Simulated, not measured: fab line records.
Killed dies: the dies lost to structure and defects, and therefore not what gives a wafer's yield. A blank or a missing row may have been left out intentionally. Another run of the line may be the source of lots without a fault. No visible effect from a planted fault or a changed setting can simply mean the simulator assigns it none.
One fault seen from 2 desks ; flow sky130 ; numbers are kept per desk, each desk with only its own; the story behind them comes last

## AT THE TOOL OWNER'S DESK: lithoTrack-01
The tool's own readings at SKY_VT_ADJUST_NCORE_COAT_02 (resist thk 1140 nm): means of the sampled wafers that have a number, for each lot that ran on this tool. Marked OUT: a lot whose mean sits more than 4 standard deviations from the usual mean, which makes it out of limits; the brackets give that distance.
Columns: A = chillPlateTempC at SKY_VT_ADJUST_NCORE_COAT_02, usual 22.98 C; B = dispensePressureKPa at SKY_VT_ADJUST_NCORE_COAT_02, usual 48 kPa; C = spinSpeedRpm at SKY_VT_ADJUST_NCORE_COAT_02, usual 2999.8 rpm
lot;first seen here;A;B;C
L804;day 8 05:17;23.10;43;2998.7
L805;day 8 18:08;22.97;43;3000.9
L806;day 9 01:37;22.89;43;2998.5
L811;day 10 19:59;23.06;43;2998.0
L812;day 10 20:32;22.87;43;3001.6
L820;day 13 12:56;22.98;43;2999.1
This desk found nothing out of limits on any of the 6 lots.

## FROM THE METROLOGY DESK
What the gauges read for every lot (on any tool): the sampled wafers with a number, averaged. Marked OUT: a lot whose mean sits more than 4 standard deviations from the usual mean, which makes it out of limits; the brackets give that distance.
Columns: A = VT_ADJUST_HVTP_OVL at SKY_VT_ADJUST_HVTP_OVL_MEAS_08, usual -1.2 nm; B = VT_ADJUST_HVTP_TW at SKY_VT_ADJUST_HVTP_TW_MEAS_11, usual 1354; C = cdNm at SKY_VT_ADJUST_NCORE_CD_MEAS_07, usual 379.4 nm; D = VT_ADJUST_HVTR_TW at SKY_VT_ADJUST_HVTR_TW_MEAS_11, usual 212.1; E = VT_ADJUST_PCH_TW at SKY_VT_ADJUST_PCH_TW_MEAS_10, usual 142.5
lot;first seen here;A;B;C;D;E
L804;day 6 06:07;-5.3;1363;378.7;210.1;141.9
L805;day 6 12:26;-0.3;1364;383.8;212.4;142.5
L806;day 6 22:38;-1.7;1341;380.9;208.4;143.0
L807;day 7 10:04;1.5;1355;379.6;214.8;143.5
L810;day 7 22:16;-0.6;1353;373.8;212.5;142.8
L811;day 8 12:14;-1.0;1349;380.0;208.5;141.7
L812;day 8 12:50;-3.0;1357;377.8;215.8;142.1
L813;day 8 16:31;-2.8;1345;377.1;215.2;142.6
L816;day 9 10:44;-1.8;1349;378.3;210.9;141.9
L820;day 10 23:26;-1.6;1352;377.9;215.0;141.4
L821;day 11 04:06;0.0;1350;377.8;210.2;141.8
L822;day 11 04:23;-0.3;1354;-;267.7 (+22) OUT;232.9 (+82) OUT
L823;day 11 11:11;-2.8;1355;-;260.4 (+19) OUT;233.1 (+82) OUT
L824;day 11 18:34;-0.9;1362;-;264.7 (+21) OUT;234.1 (+83) OUT
L826;day 12 11:08;-1.0;1362;381.2;209.9;140.9
This desk's finding: out of limits on L822, L823, L824; first on L822, day 15 10:25 (VT_ADJUST_HVTR_TW at SKY_VT_ADJUST_HVTR_TW_MEAS_11). In limits: L804, L805, L806, L807, L810, L811, L812, L813, L816, L820, L821, L826.

## BROUGHT TOGETHER
Metrology desk: alarm possible at day 15 10:25 on L822, L823, L824.
The desk of the tool owner found nothing out of limits.
The tool owner's desk has no number on record for L822, L823, L824.
On lithoTrack-01, each named lot ran SKY_VT_ADJUST_NCORE_COAT_02.

## WHAT THE SIMULATOR PUT IN
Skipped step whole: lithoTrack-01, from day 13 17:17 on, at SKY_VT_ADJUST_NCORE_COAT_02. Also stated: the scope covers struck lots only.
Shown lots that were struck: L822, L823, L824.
Per desk, hours elapsed from the start of the fault to the first reading out of limits: for the metrology desk, 41.
